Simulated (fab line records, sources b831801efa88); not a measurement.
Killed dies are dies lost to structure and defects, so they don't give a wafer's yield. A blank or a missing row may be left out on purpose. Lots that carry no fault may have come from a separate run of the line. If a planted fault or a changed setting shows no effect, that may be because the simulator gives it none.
Which tool was responsible? :: flow gf180mcu :: 39 wafers from 13 lots sampled at 7 of the route's 602 steps

## WHAT THE GAUGES READ, wafer by wafer
GF_VT_IMPLANT_TW_MEAS_32. Usual: VT_IMPLANT_3_TW gives 267 (standard deviation 3).
lot: L371
measured: day 7 04:38
on: film metro-01
VT_IMPLANT_3_TW: 265 265 265
flag: 

lot: L373
measured: day 7 17:55
on: film metro-03
VT_IMPLANT_3_TW: 269 271 269
flag: 

lot: L374
measured: day 7 23:58
on: film metro-04
VT_IMPLANT_3_TW: 263 263 263
flag: 

lot: L375
measured: day 8 03:56
on: film metro-04
VT_IMPLANT_3_TW: 264 263 264
flag: 

lot: L376
measured: day 8 06:55
on: film metro-01
VT_IMPLANT_3_TW: 267 266 266
flag: 

lot: L377
measured: day 8 19:59
on: film metro-04
VT_IMPLANT_3_TW: 264 262 262
flag: 

lot: L378
measured: day 8 23:26
on: film metro-03
VT_IMPLANT_3_TW: 268 269 270
flag: 

lot: L379
measured: day 9 04:50
on: film metro-01
VT_IMPLANT_3_TW: 264 263 263
flag: 

lot: L380
measured: day 9 09:40
on: film metro-03
VT_IMPLANT_3_TW: 272 271 271
flag: 

lot: L381
measured: day 9 20:01
on: film metro-03
VT_IMPLANT_3_TW: 272 273 272
flag: 

lot: L383
measured: day 10 09:20
on: film metro-03
VT_IMPLANT_3_TW: 270 268 270
flag: 

lot: L385
measured: day 10 20:29
on: film metro-03
VT_IMPLANT_3_TW: 269 269 269
flag: 

lot: L391
measured: day 12 10:43
on: film metro-01
VT_IMPLANT_3_TW: 267 267 268
flag: 

GF_POLY_GATE_THK_MEAS_17. Usual: POLY_GATE_OXIDATION_THK gives 3.99 nm (standard deviation 0.088).
lot: L371
measured: day 9 15:21
on: film metro-04
POLY_GATE_OXIDATION_THK (nm): 4.01 3.95 3.95
flag: 

lot: L373
measured: day 10 04:13
on: film metro-04
POLY_GATE_OXIDATION_THK (nm): 3.98 4.01 4.02
flag: 

lot: L374
measured: day 10 14:54
on: film metro-04
POLY_GATE_OXIDATION_THK (nm): 3.83 3.74 3.76
flag: 

lot: L375
measured: day 10 17:22
on: film metro-03
POLY_GATE_OXIDATION_THK (nm): 3.93 3.98 3.98
flag: 

lot: L376
measured: day 10 21:46
on: film metro-03
POLY_GATE_OXIDATION_THK (nm): 3.90 3.91 3.92
flag: 

lot: L377
measured: day 11 15:13
on: film metro-04
POLY_GATE_OXIDATION_THK (nm): 4.03 4.06 4.10
flag: 

lot: L378
measured: day 11 15:13
on: film metro-02
POLY_GATE_OXIDATION_THK (nm): 4.07 4.16 4.12
flag: 

lot: L379
measured: day 11 21:37
on: film metro-02
POLY_GATE_OXIDATION_THK (nm): 4.03 4.04 4.11
flag: 

lot: L380
measured: day 11 23:45
on: film metro-04
POLY_GATE_OXIDATION_THK (nm): 4.11 4.14 4.12
flag: 

lot: L381
measured: day 12 19:14
on: film metro-04
POLY_GATE_OXIDATION_THK (nm): 4.02 3.98 4.04
flag: 

lot: L383
measured: day 13 03:15
on: film metro-02
POLY_GATE_OXIDATION_THK (nm): 3.96 3.95 3.86
flag: 

lot: L385
measured: day 13 19:39
on: film metro-03
POLY_GATE_OXIDATION_THK (nm): 3.93 3.96 3.91
flag: 

lot: L391
measured: day 15 08:50
on: film metro-02
POLY_GATE_OXIDATION_THK (nm): 4.08 4.04 4.00
flag: 

GF_HV_LDD_CD_MEAS_19 targets a cd of 400 nm. Usual: cd nm 400.5 nm, standard deviation 2.4.
lot: L371
measured: day 11 04:08
on: cd sem-02
cd nm (nm): 400.0 401.7 397.8
flag: 

lot: L373
measured: day 11 17:41
on: cd sem-01
cd nm (nm): 403.9 401.1 403.2
flag: 

lot: L374
measured: day 12 03:50
on: cd sem-01
cd nm (nm): 398.8 400.3 401.7
flag: 

lot: L375
measured: day 12 07:46
on: cd sem-01
cd nm (nm): 400.8 400.4 399.1
flag: 

lot: L376
measured: day 12 11:47
on: cd sem-01
cd nm (nm): 402.0 400.4 400.3
flag: 

lot: L377
measured: day 13 07:19
on: cd sem-01
cd nm (nm): 402.2 401.9 399.5
flag: 

lot: L378
measured: day 13 07:02
on: cd sem-02
cd nm (nm): 401.9 402.6 401.6
flag: 

lot: L379
measured: day 13 13:38
on: cd sem-02
cd nm (nm): 398.4 402.1 401.7
flag: 

lot: L380
measured: day 13 16:13
on: cd sem-01
cd nm (nm): 397.1 398.7 397.9
flag: 

lot: L381
measured: day 14 11:41
on: cd sem-01
cd nm (nm): 400.3 398.6 399.0
flag: 

lot: L383
measured: day 14 20:32
on: cd sem-02
cd nm (nm): - - -
flag: OFF

lot: L385
measured: day 15 13:35
on: cd sem-01
cd nm (nm): 399.7 399.5 403.4
flag: 

lot: L391
measured: day 17 05:46
on: cd sem-01
cd nm (nm): 398.8 401.6 400.6
flag: 

GF_HV_LDD_TW_MEAS_23. Usual: HV_LDD_2_TW gives 1048 (standard deviation 13).
lot: L371
measured: day 11 04:32
on: film metro-04
HV_LDD_2_TW: 1041 1035 1040
flag: 

lot: L373
measured: day 11 18:05
on: film metro-04
HV_LDD_2_TW: 1044 1040 1043
flag: 

lot: L374
measured: day 12 04:15
on: film metro-01
HV_LDD_2_TW: 1047 1049 1050
flag: 

lot: L375
measured: day 12 08:10
on: film metro-02
HV_LDD_2_TW: 1062 1060 1059
flag: 

lot: L376
measured: day 12 12:12
on: film metro-02
HV_LDD_2_TW: 1060 1065 1061
flag: 

lot: L377
measured: day 13 07:43
on: film metro-01
HV_LDD_2_TW: 1042 1043 1044
flag: 

lot: L378
measured: day 13 07:27
on: film metro-02
HV_LDD_2_TW: 1065 1070 1063
flag: 

lot: L379
measured: day 13 14:03
on: film metro-01
HV_LDD_2_TW: 1047 1045 1044
flag: 

lot: L380
measured: day 13 16:38
on: film metro-04
HV_LDD_2_TW: 1034 1038 1038
flag: 

lot: L381
measured: day 14 12:06
on: film metro-04
HV_LDD_2_TW: 1028 1034 1034
flag: 

lot: L383
measured: day 14 20:57
on: film metro-01
HV_LDD_2_TW: 30 30 30
flag: OFF

lot: L385
measured: day 15 14:00
on: film metro-04
HV_LDD_2_TW: 1036 1037 1034
flag: 

lot: L391
measured: day 17 06:11
on: film metro-04
HV_LDD_2_TW: 1033 1030 1032
flag: 

GF_HV_LDD_CD_MEAS_31 targets a cd of 400 nm. Usual: cd nm 403.3 nm, standard deviation 2.7.
lot: L371
measured: day 11 22:25
on: cd sem-01
cd nm (nm): 403.9 404.9 404.7
flag: 

lot: L373
measured: day 12 13:11
on: cd sem-02
cd nm (nm): 404.3 403.3 406.3
flag: 

lot: L374
measured: day 12 23:49
on: cd sem-01
cd nm (nm): 402.1 402.4 399.6
flag: 

lot: L375
measured: day 13 03:34
on: cd sem-02
cd nm (nm): 402.9 403.3 404.2
flag: 

lot: L376
measured: day 13 08:11
on: cd sem-02
cd nm (nm): 409.2 408.8 406.4
flag: 

lot: L377
measured: day 14 03:43
on: cd sem-02
cd nm (nm): 400.5 400.8 400.2
flag: 

lot: L378
measured: day 14 03:23
on: cd sem-01
cd nm (nm): 408.1 407.5 407.2
flag: 

lot: L379
measured: day 14 09:41
on: cd sem-01
cd nm (nm): 402.8 404.2 403.3
flag: 

lot: L380
measured: day 14 12:34
on: cd sem-01
cd nm (nm): 406.1 404.9 402.4
flag: 

lot: L381
measured: day 15 09:26
on: cd sem-02
cd nm (nm): 401.7 397.8 400.7
flag: 

lot: L383
measured: day 15 18:59
on: cd sem-01
cd nm (nm): 399.3 400.3 402.3
flag: 

lot: L385
measured: day 16 11:47
on: cd sem-02
cd nm (nm): 403.8 404.3 403.9
flag: 

lot: L391
measured: day 18 05:29
on: cd sem-02
cd nm (nm): 404.4 403.3 402.8
flag: 

GF_HV_LDD_TW_MEAS_38. Usual: HV_LDD_3_TW gives 1431 (standard deviation 17).
lot: L371
measured: day 11 23:16
on: film metro-02
HV_LDD_3_TW: 1444 1438 1444
flag: 

lot: L373
measured: day 12 14:02
on: film metro-02
HV_LDD_3_TW: 1439 1443 1439
flag: 

lot: L374
measured: day 13 00:41
on: film metro-02
HV_LDD_3_TW: 1454 1448 1447
flag: 

lot: L375
measured: day 13 05:01
on: film metro-02
HV_LDD_3_TW: 1455 1452 1445
flag: 

lot: L376
measured: day 13 09:03
on: film metro-04
HV_LDD_3_TW: 1415 1402 1412
flag: 

lot: L377
measured: day 14 04:34
on: film metro-01
HV_LDD_3_TW: 1419 1416 1420
flag: 

lot: L378
measured: day 14 04:15
on: film metro-01
HV_LDD_3_TW: 1427 1424 1424
flag: 

lot: L379
measured: day 14 10:33
on: film metro-01
HV_LDD_3_TW: 1420 1424 1428
flag: 

lot: L380
measured: day 14 13:26
on: film metro-04
HV_LDD_3_TW: 1409 1400 1409
flag: 

lot: L381
measured: day 15 10:18
on: film metro-02
HV_LDD_3_TW: 1439 1440 1456
flag: 

lot: L383
measured: day 15 19:53
on: film metro-04
HV_LDD_3_TW: 1572 1569 1562
flag: OFF

lot: L385
measured: day 16 12:39
on: film metro-01
HV_LDD_3_TW: 1425 1420 1417
flag: 

lot: L391
measured: day 18 06:20
on: film metro-04
HV_LDD_3_TW: 1406 1409 1405
flag: 

## EACH LOT AND THE TOOL THAT RAN IT (in order: tool; ch and the chambers of the sampled wafers; start)
lot: L371
GF_HV_LDD_EXPOSE_16: iline stepper-02 ch 0, day 10 18:55

lot: L373
GF_HV_LDD_EXPOSE_16: iline stepper-02 ch 0, day 11 08:46

lot: L374
GF_HV_LDD_EXPOSE_16: iline stepper-01 ch 0, day 11 19:00

lot: L375
GF_HV_LDD_EXPOSE_16: iline stepper-02 ch 0, day 11 21:53

lot: L376
GF_HV_LDD_EXPOSE_16: iline stepper-02 ch 0, day 12 02:17

lot: L377
GF_HV_LDD_EXPOSE_16: iline stepper-01 ch 0, day 12 21:16

lot: L378
GF_HV_LDD_EXPOSE_16: iline stepper-01 ch 0, day 12 20:46

lot: L379
GF_HV_LDD_EXPOSE_16: iline stepper-02 ch 0, day 13 03:37

lot: L380
GF_HV_LDD_EXPOSE_16: iline stepper-01 ch 0, day 13 06:31

lot: L381
GF_HV_LDD_EXPOSE_16: iline stepper-02 ch 0, day 14 01:57

lot: L383
GF_HV_LDD_EXPOSE_16: iline stepper-01 ch 0, day 14 09:31

lot: L385
GF_HV_LDD_EXPOSE_16: iline stepper-01 ch 0, day 15 03:24

lot: L391
GF_HV_LDD_EXPOSE_16: iline stepper-01 ch 0, day 16 18:31
- GF_HV_LDD_EXPOSE_16: exposes mask Pplus LV AREA, target cd 400 nm.

## WHAT THE TOOLS THEMSELVES READ (means of the sampled wafers that have a number; where no wafer has one, the mark that the record gives instead)
The record holds no such reading with a usual standard deviation.

## THE ANSWER, worked out from the rows above alone
Rule: a lot counts as off when the mean over its wafers that have a number is more than 3 standard deviations away from the usual mean. Also off: a lot with no number at a reading for which 4 or more lots have one. Any other lot the step has rows for is counted as sound. First the gauges in route order, then the tools' own readings, where a lot's mean is used as printed above. At the first step where some lot is off, the reading lying furthest off is the one used; lots without a number count as furthest.
Off: L383 (GF_HV_LDD_CD_MEAS_19, cd nm). Without a number there: L383.
If a tool, at a process step before that reading, ran all the lots that are off and no sound lot after the first of them, it fits. Not tried: the gauges at GF_HV_LDD_CD_MEAS_19; whatever is off there is also off at GF_HV_LDD_TW_MEAS_23, on other tools, and gauge error can't account for it. None of those tried fits.

## WHAT HAD BEEN PUT IN BY THE SIMULATOR
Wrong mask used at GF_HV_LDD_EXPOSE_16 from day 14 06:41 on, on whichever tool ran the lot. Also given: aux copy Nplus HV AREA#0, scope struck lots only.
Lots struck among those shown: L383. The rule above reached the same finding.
